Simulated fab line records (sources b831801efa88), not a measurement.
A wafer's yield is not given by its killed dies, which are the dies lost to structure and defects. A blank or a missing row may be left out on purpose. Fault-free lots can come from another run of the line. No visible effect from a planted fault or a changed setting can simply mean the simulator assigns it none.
fab line records + flow sfq_line
[record]
- lots = 15
- wafers = 45
- last_day = 81
route steps=325 shown M4@149
lots untouched by any fault: they come from a run of this same line in which no faults occurred
start_h: the number of hours between the record's first day and the start of the first shown wafer of the lot + wait_h: hours since the lot's step before + " same as the row above + L1.1+2: several wafers, shown together as one row + - no value, or no start given + * or withheld: withheld + < > ~ a bound
route shown NAME@n: a module of which the file shows steps, and the number in the route of the first + usual: average and standard deviation across the fault-free wafers + same: alike in all rows + chamber/n: place in a boat + sites: the reading at each site + _std_site: how widely they spread, as a standard deviation + _edge_site: mean of outer sites minus mean of inner sites + radius_mm: for every site, how far away it sits from the centre of the wafer + mask NAME#n: copy n + behind: the most recent tool/chamber to have shaped the wafer + hold: why the lot went on hold/how many hours it stayed there/how the hold came to an end + device: which transistor (n, p or np) failed to switch + end of line: at the end of the route, the tests of the same wafers + for a step that has no rows: nothing shown but its recipe + killed: the dies lost at the first sort to structure and to defects; this is not the yield of the wafer + map: per-die view of a wafer (x killed, . not killed, _ where there is no die)
set.NAME: setting as actually run; set.NAME@STEP: the setting as run at that earlier step + model.NAME: the simulator's own value behind a step, which no gauge read
the route's steps for a sample of lots (tables are steps, rows are wafers)
services: the hour from which a tool's chamber was out of use, counted from the record's first day as start_h (under 0 if before that day), plus the number of hours and why
[[steps]]
[step SFQ_TRILAYER_M4_DEP_SPUTTER_091]
[recipe]
- material = Nb
- base_pressure_pa = 1.33e-06
- chamber_pressure_pa = 0.1333
- substrate_temp_c = 20
- resputter_cathode_voltage_v = 400
- target_thk_nm = 200
- power_w = 2000
- time_s = 133.3
[usual]
- throttle_valve_pct = 30.2/0.53
| lot.wafer | tool           | chamber | start_h | wait_h | throttle_valve_pct |
|-----------|----------------|---------|---------|--------|--------------------|
| L983.4    | pvd_sputter-03 | -       | 875.73  | 0.0    | 29.9               |
| L983.5    | "              | -       | "       | "      | 30.0               |
| L983.6    | "              | -       | "       | "      | 29.7               |
| L985.3    | pvd_sputter-05 | -       | 1023.27 | 0.0    | 30.3               |
| L985.4    | "              | -       | "       | "      | 29.9               |
| L985.6    | "              | -       | "       | "      | 31.4               |
| L987.3    | pvd_sputter-06 | -       | 1034.07 | 0.0    | 29.8               |
| L987.5    | "              | -       | "       | "      | 30.4               |
| L987.6    | "              | -       | "       | "      | 30.4               |
| L988.2    | pvd_sputter-05 | -       | 1042.47 | 0.0    | 30.1               |
| L988.5    | "              | -       | "       | "      | 31.2               |
| L988.6    | "              | -       | "       | "      | 30.1               |
| L988.2    | pvd_sputter-05 | -       | 1042.72 | 0.2    | 30.1               |
| L988.5    | "              | -       | "       | "      | 31.2               |
| L988.6    | "              | -       | "       | "      | 30.4               |
| L989.1    | pvd_sputter-05 | -       | 1058.07 | 0.0    | 29.9               |
| L989.2    | "              | -       | "       | "      | 31.0               |
| L989.5    | "              | -       | "       | "      | 30.3               |
| L989.1    | pvd_sputter-05 | -       | 1058.32 | 0.2    | 29.9               |
| L989.2    | "              | -       | "       | "      | 31.2               |
| L989.5    | "              | -       | "       | "      | 29.9               |
| L995.3    | pvd_sputter-03 | -       | 1103.42 | 0.0    | 29.5               |
| L995.4    | "              | -       | "       | "      | 30.7               |
| L995.6    | "              | -       | "       | "      | 30.0               |
| L995.3    | pvd_sputter-03 | -       | 1103.67 | 0.2    | 29.7               |
| L995.4    | "              | -       | "       | "      | 30.5               |
| L995.6    | "              | -       | "       | "      | 30.1               |
| L997.1    | pvd_sputter-06 | -       | 1124.42 | 0.0    | 30.3               |
| L997.4    | "              | -       | "       | "      | 28.8               |
| L997.6    | "              | -       | "       | "      | 30.3               |
| L998.2    | pvd_sputter-05 | -       | 1125.23 | 0.0    | 30.2               |
| L998.4    | "              | -       | "       | "      | 31.1               |
| L998.6    | "              | -       | "       | "      | 31.3               |
| L100.1    | pvd_sputter-05 | -       | 1135.95 | 0.0    | 30.2               |
| L100.4    | "              | -       | "       | "      | 29.8               |
| L100.5    | "              | -       | "       | "      | 31.1               |
| L101.1    | pvd_sputter-06 | -       | 1139.42 | 0.0    | 30.4               |
| L101.2    | "              | -       | "       | "      | 30.6               |
| L101.4    | "              | -       | "       | "      | 28.7               |
| L102.2    | pvd_sputter-05 | -       | 1145.42 | 0.0    | 30.2               |
| L102.3    | "              | -       | "       | "      | 29.9               |
| L102.5    | "              | -       | "       | "      | 29.9               |
| L103.2    | pvd_sputter-05 | -       | 1152.62 | 0.0    | 30.2               |
| L103.3    | "              | -       | "       | "      | 30.2               |
| L103.5    | "              | -       | "       | "      | 30.0               |
| L104.3    | pvd_sputter-03 | -       | 1192.32 | 0.0    | 30.5               |
| L104.4    | "              | -       | "       | "      | 30.5               |
| L104.5    | "              | -       | "       | "      | 29.9               |
| L105.3    | pvd_sputter-05 | -       | 1208.45 | 0.0    | 30.0               |
| L105.5    | "              | -       | "       | "      | 30.2               |
| L105.6    | "              | -       | "       | "      | 29.9               |
| L106.2    | pvd_sputter-05 | -       | 1216.40 | 0.0    | 30.2               |
| L106.3    | "              | -       | "       | "      | 30.9               |
| L106.6    | "              | -       | "       | "      | 30.9               |
[step SFQ_M4_RS_MEAS_924]
[recipe]
- thk_meas_gauge = four-point-probe
- reads = Nb_of_TRILAYER_M4_DEP_SPUTTER_091
[usual]
- M4_NB_RS = 0.889/0.011
| lot.wafer | tool          | chamber | start_h | wait_h | M4_NB_RS[ohm/sq] |
|-----------|---------------|---------|---------|--------|------------------|
| L983.4    | film_metro-01 | -       | 875.88  | 0.1    | 0.882            |
| L983.5    | "             | -       | "       | "      | 0.881            |
| L983.6    | "             | -       | "       | "      | 0.876            |
| L985.3    | film_metro-04 | -       | 1023.40 | 0.1    | 0.895            |
| L985.4    | "             | -       | "       | "      | 0.882            |
| L985.6    | "             | -       | "       | "      | 0.898            |
| L987.3    | film_metro-01 | -       | 1034.20 | 0.1    | 0.878            |
| L987.5    | "             | -       | "       | "      | 0.868            |
| L987.6    | "             | -       | "       | "      | 0.863            |
| L988.2    | film_metro-04 | -       | 1042.83 | 0.1    | 0.441            |
| L988.5    | "             | -       | "       | "      | 0.442            |
| L988.6    | "             | -       | "       | "      | 0.441            |
| L989.1    | film_metro-02 | -       | 1058.41 | 0.0    | 0.443            |
| L989.2    | "             | -       | "       | "      | 0.446            |
| L989.5    | "             | -       | "       | "      | 0.444            |
| L995.3    | film_metro-01 | -       | 1103.81 | 0.1    | 0.435            |
| L995.4    | "             | -       | "       | "      | 0.440            |
| L995.6    | "             | -       | "       | "      | 0.441            |
| L997.1    | film_metro-01 | -       | 1124.51 | 0.0    | 0.888            |
| L997.4    | "             | -       | "       | "      | 0.897            |
| L997.6    | "             | -       | "       | "      | 0.891            |
| L998.2    | film_metro-04 | -       | 1125.34 | 0.1    | 0.893            |
| L998.4    | "             | -       | "       | "      | 0.908            |
| L998.6    | "             | -       | "       | "      | 0.902            |
| L100.1    | film_metro-04 | -       | 1136.04 | 0.0    | 0.889            |
| L100.4    | "             | -       | "       | "      | 0.908            |
| L100.5    | "             | -       | "       | "      | 0.910            |
| L101.1    | film_metro-01 | -       | 1139.51 | 0.0    | 0.887            |
| L101.2    | "             | -       | "       | "      | 0.881            |
| L101.4    | "             | -       | "       | "      | 0.895            |
| L102.2    | film_metro-01 | -       | 1145.53 | 0.1    | 0.893            |
| L102.3    | "             | -       | "       | "      | 0.905            |
| L102.5    | "             | -       | "       | "      | 0.906            |
| L103.2    | film_metro-04 | -       | 1152.73 | 0.1    | 0.888            |
| L103.3    | "             | -       | "       | "      | 0.882            |
| L103.5    | "             | -       | "       | "      | 0.893            |
| L104.3    | film_metro-02 | -       | 1192.45 | 0.1    | 0.898            |
| L104.4    | "             | -       | "       | "      | 0.896            |
| L104.5    | "             | -       | "       | "      | 0.913            |
| L105.3    | film_metro-01 | -       | 1208.58 | 0.1    | 0.890            |
| L105.5    | "             | -       | "       | "      | 0.885            |
| L105.6    | "             | -       | "       | "      | 0.896            |
| L106.2    | film_metro-04 | -       | 1216.51 | 0.1    | 0.882            |
| L106.3    | "             | -       | "       | "      | 0.896            |
| L106.6    | "             | -       | "       | "      | 0.892            |
[step SFQ_TRILAYER_M4_ETCH_METAL_ETCH_096]
[recipe]
- target = Nb
- stop_on = SiO2
- mask_material = PR
- chemistry = Cl2/Ar
- target_depth_nm = 240
- icp_w = 600
- bias_w = 80
- pressure_mtorr = 10
- time_s = 120
[usual]
- drypump_motor_current_A = 6.0/0.38
- he_backside_leak_sccm = 3.61/0.18
- oes_product_au = 0.894/0.008
| lot.wafer | tool         | chamber | start_h | wait_h | drypump_motor_current_A | he_backside_leak_sccm | oes_product_au | rf_hours_counter_h |
|-----------|--------------|---------|---------|--------|-------------------------|-----------------------|----------------|--------------------|
| L983.4    | rie_metal-02 | 0       | 878.39  | 0.1    | 6.4                     | 3.65                  | 0.899          | -                  |
| L983.5    | "            | 1       | "       | "      | 6.3                     | 3.57                  | 0.898          | -                  |
| L983.6    | "            | 0       | "       | "      | 6.3                     | 3.53                  | 0.904          | -                  |
| L985.3    | rie_metal-03 | 1       | 1139.76 | 0.1    | 6.3                     | 3.73                  | 0.888          | -                  |
| L985.4    | "            | 0       | "       | "      | 5.8                     | 3.58                  | 0.899          | -                  |
| L985.6    | "            | 1       | "       | "      | 6.3                     | 3.80                  | 0.884          | -                  |
| L987.3    | rie_metal-03 | 0       | 1146.96 | 0.1    | 5.7                     | 3.63                  | 0.905          | -                  |
| L987.5    | "            | 1       | "       | "      | 6.3                     | 3.51                  | 0.908          | -                  |
| L987.6    | "            | 0       | "       | "      | 5.7                     | 3.53                  | 0.909          | -                  |
| L988.2    | rie_metal-04 | 1       | 1154.12 | 0.0    | 5.9                     | 3.45                  | 1.001          | 2                  |
| L988.5    | "            | 0       | "       | "      | 5.2                     | 3.62                  | 1.009          | -                  |
| L988.6    | "            | 1       | "       | "      | 5.8                     | 3.37                  | 1.016          | -                  |
| L989.1    | rie_metal-04 | 0       | 1163.72 | 0.0    | 5.3                     | 3.65                  | 1.010          | 91                 |
| L989.2    | "            | 1       | "       | "      | 5.8                     | 3.41                  | 1.002          | 4                  |
| L989.5    | "            | 0       | "       | "      | 5.2                     | 3.64                  | 0.999          | -                  |
| L995.3    | rie_metal-03 | 0       | 1198.46 | 0.1    | 5.7                     | 3.42                  | 1.010          | -                  |
| L995.4    | "            | 1       | "       | "      | 6.3                     | 3.80                  | 0.991          | -                  |
| L995.6    | "            | 1       | "       | "      | 6.3                     | 3.70                  | 0.994          | -                  |
| L997.1    | rie_metal-02 | 0       | 1220.02 | 0.0    | 6.4                     | 3.87                  | 0.900          | 64                 |
| L997.4    | "            | 1       | "       | "      | 6.2                     | 3.54                  | 0.885          | -                  |
| L997.6    | "            | 0       | "       | "      | 6.3                     | 3.68                  | 0.888          | -                  |
| L998.2    | rie_metal-04 | 0       | 1223.62 | 0.0    | 5.3                     | 3.73                  | 0.885          | 102                |
| L998.4    | "            | 0       | "       | "      | 5.3                     | 3.67                  | 0.882          | -                  |
| L998.6    | "            | 1       | "       | "      | 5.8                     | 3.57                  | 0.886          | -                  |
| L100.1    | rie_metal-03 | 0       | 1242.82 | 0.0    | 5.7                     | 3.45                  | 0.894          | 15                 |
| L100.4    | "            | 1       | "       | "      | 6.3                     | 3.63                  | 0.880          | -                  |
| L100.5    | "            | 1       | "       | "      | 6.3                     | 3.44                  | 0.882          | -                  |
| L101.1    | rie_metal-02 | 0       | 1246.48 | 0.1    | 6.4                     | 3.69                  | 0.901          | 70                 |
| L101.2    | "            | 0       | "       | "      | 6.4                     | 3.70                  | 0.905          | -                  |
| L101.4    | "            | 0       | "       | "      | 6.4                     | 3.63                  | 0.896          | -                  |
| L102.2    | rie_metal-02 | 0       | 1255.78 | 0.1    | 6.4                     | 3.90                  | 0.885          | -                  |
| L102.3    | "            | 0       | "       | "      | 6.4                     | 3.89                  | 0.885          | -                  |
| L102.5    | "            | 0       | "       | "      | 6.3                     | 3.95                  | 0.884          | -                  |
| L103.2    | rie_metal-03 | 1       | 1260.60 | 0.0    | 6.3                     | 3.64                  | 0.891          | 4                  |
| L103.3    | "            | 1       | "       | "      | 6.3                     | 3.53                  | 0.905          | -                  |
| L103.5    | "            | 1       | "       | "      | 6.3                     | 3.48                  | 0.894          | -                  |
| L104.3    | rie_metal-02 | 1       | 1298.88 | 0.1    | 6.2                     | 3.71                  | 0.887          | -                  |
| L104.4    | "            | 0       | "       | "      | 6.4                     | 3.92                  | 0.890          | -                  |
| L104.5    | "            | 0       | "       | "      | 6.4                     | 3.84                  | 0.880          | -                  |
| L105.3    | rie_metal-02 | 1       | 1314.48 | 0.1    | 6.2                     | 3.56                  | 0.892          | -                  |
| L105.5    | "            | 0       | "       | "      | 6.4                     | 3.72                  | 0.894          | -                  |
| L105.6    | "            | 1       | "       | "      | 6.2                     | 3.78                  | 0.892          | -                  |
| L106.2    | rie_metal-04 | 1       | 1324.03 | 0.0    | 5.8                     | 3.49                  | 0.897          | 28                 |
| L106.3    | "            | 1       | "       | "      | 5.9                     | 3.50                  | 0.890          | -                  |
| L106.6    | "            | 0       | "       | "      | 5.3                     | 3.57                  | 0.889          | -                  |
[[services]]
| tool           | chamber | start_h | hours | kind   |
|----------------|---------|---------|-------|--------|
| rie_metal-02   | -       | 867.62  | 0.5   | repair |
| pvd_sputter-05 | -       | 867.98  | 1.3   | repair |
| pvd_sputter-05 | -       | 868.12  | 3.2   | repair |
| rie_metal-03   | 1       | 877.37  | 4.7   | repair |
| pvd_sputter-03 | -       | 888.95  | 2.1   | repair |
| rie_metal-04   | -       | 892.08  | 14.6  | pm     |
| rie_metal-02   | -       | 899.98  | 0.3   | repair |
| rie_metal-03   | -       | 921.95  | 14.6  | pm     |
| rie_metal-02   | 0       | 924.25  | 19.3  | repair |
| pvd_sputter-03 | -       | 934.34  | 8.6   | repair |
| pvd_sputter-05 | -       | 935.09  | 4.2   | repair |
| rie_metal-02   | 1       | 965.23  | 2.2   | repair |
| pvd_sputter-03 | -       | 1003.11 | 4.8   | repair |
| pvd_sputter-03 | -       | 1022.15 | 4.4   | repair |
| pvd_sputter-06 | -       | 1048.81 | 4.6   | repair |
| pvd_sputter-05 | -       | 1061.17 | 1.5   | repair |
| rie_metal-04   | 0       | 1063.51 | 11.8  | repair |
| pvd_sputter-06 | -       | 1089.19 | 2.5   | repair |
| pvd_sputter-03 | -       | 1120.68 | 31.9  | repair |
| pvd_sputter-05 | -       | 1139.89 | 2.8   | repair |
| rie_metal-02   | -       | 1191.53 | 2.8   | pm     |
| rie_metal-02   | -       | 1209.95 | 1.0   | repair |
| pvd_sputter-06 | -       | 1246.73 | 5.2   | repair |
| pvd_sputter-05 | -       | 1290.08 | 0.6   | repair |
[[key]]
[first_sign]
- step = SFQ_TRILAYER_M4_DEP_SPUTTER_091
- reading = visit
- direction = added
[effect]
- step = SFQ_M4_RS_MEAS_924
- reading = M4_NB_RS
- direction = down
- sigmas = 41
- usual = 0.889
- struck = 0.441
[effect]
- step = SFQ_TRILAYER_M4_ETCH_METAL_ETCH_096
- reading = oes_product_au
- direction = up
- sigmas = 14
- usual = 0.894
- struck = 1.004
met_at SFQ_TRILAYER_M4_DEP_SPUTTER_091
struck_lots L988,L989,L995
[fault]
- kind = repeated_step_whole
- tool = pvd_sputter-03,pvd_sputter-05,pvd_sputter-06
- chamber = -
- onset_h = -
- steps = SFQ_TRILAYER_M4_DEP_SPUTTER_091
- times = 1
- scope = struck_lots_only
